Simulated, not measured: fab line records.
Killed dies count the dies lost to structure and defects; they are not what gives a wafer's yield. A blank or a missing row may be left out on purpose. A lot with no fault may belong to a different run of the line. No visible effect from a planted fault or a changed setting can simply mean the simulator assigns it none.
Problem report in the 8D (eight disciplines) form, filled by code -- flow sfq line -- the parts of the form that need people (team, actions taken, sign-off) are left out

## 1. PROBLEM STATEMENT
Wafers without a fault read 217 s, standard deviation 7.5; time to endpoint s at SFQ_TRILAYER_I3_CMP_CMP_082 reads a mean of 180 s on 2 wafers belonging to 2 lots. Relative to the usual mean, that is a shift of -5.0 standard deviations.
The step: polishes SiO2.
Earliest sighting: wafer L160.2 on cmp-01 at day 40 07:20. Wafers with a number at this step in the record: 18, from 6 lots. By rule, "out" or "out of limits" means more than 4 standard deviations away from the usual mean. Any other wafer with a number is counted as sound.

## 2. WHAT IT IS, WHAT IT ISN'T
question,is,is not
which readings at this step,time to endpoint s,motor current A
which lots,"L160, L161","L155, L171, L173, L176"
which wafers of those lots,"L160.2, L161.1","L160.4, L160.5, L161.5, L161.6"
read on which tools,cmp-01,cmp-02
when,from day 40 07:20,"up to then (4 sound wafers); but 12 sound wafers of L160, L161, L171, L173, L176 came after"

## 3. WHAT RULES OUT EACH SUSPECT
Counting: if a tool at a process step up to the reading ran every lot that is out, it stays a suspect. Sound lots after the first of them don't rule it out here, since some wafers of a struck lot are sound.
- cmp-01 at SFQ_TRILAYER_I3_CMP_CMP_082 (polishes SiO2): kept. It ran every lot that is out, first L160 (day 40 07:20). Out on those wafers are its own readings of time to endpoint s.
- cmp-01, SFQ_TRILAYER_I3_CMP_CMP_082: wafers that are out in chamber 2, sound lot-mates in chambers 0, 1, 3.
Remaining after the count: cmp-01 at SFQ_TRILAYER_I3_CMP_CMP_082.

## 4. THE CAUSE (what the simulator had put in)
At SFQ_TRILAYER_I3_CMP_CMP_082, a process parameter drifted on cmp-01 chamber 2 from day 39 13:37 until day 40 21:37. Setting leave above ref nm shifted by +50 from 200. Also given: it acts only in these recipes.
Only this tool survived the counting.

## 5. THE EFFECT CHAIN, in route order
Each row: a reading whose mean over the struck wafers that have a number lies more than 3 standard deviations from the usual. Scope: only readings with a usual standard deviation given in the record; hours: median across lots of the time from each lot's start at the first step in this table that gives one to its start at this step; sigmas: change in usual standard deviations.
hours,step,reading,usual,on struck wafers,change,sigmas
0,SFQ_TRILAYER_I3_CMP_CMP_082,time to endpoint s,217 s,180,-38,-5.0
2,SFQ_TRILAYER_I3_METRO_MEASURE_083,thk nm,200.3 nm,250.3,+50.0,+45
134,SFQ_TRILAYER_I3_VIA_ETCH_VIA_ETCH_088,oes product au,0.855 a.u.,0.979,+0.124,+28
Process steps it contains:
- SFQ_TRILAYER_I3_CMP_CMP_082: polishes SiO2.
- SFQ_TRILAYER_I3_METRO_MEASURE_083
- SFQ_TRILAYER_I3_VIA_ETCH_VIA_ETCH_088: etches SiO2 in CHF3, stops on Nb, target depth 260 nm.
Later measuring or inspecting steps at which every struck wafer that the step has a row for has a number for every such reading, and none has moved that far: SFQ_I3_BOW_MEAS_922, SFQ_I3_OVL_MEAS_923, SFQ_M4_RS_MEAS_924, SFQ_M4_OVL_MEAS_926, SFQ_M8_BOW_MEAS_951.

## 6. WHAT WOULD HAVE CAUGHT IT SOONER
18 hours passed between the start of the fault at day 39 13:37 and the first reading out of limits in this record, taken at day 40 07:20.
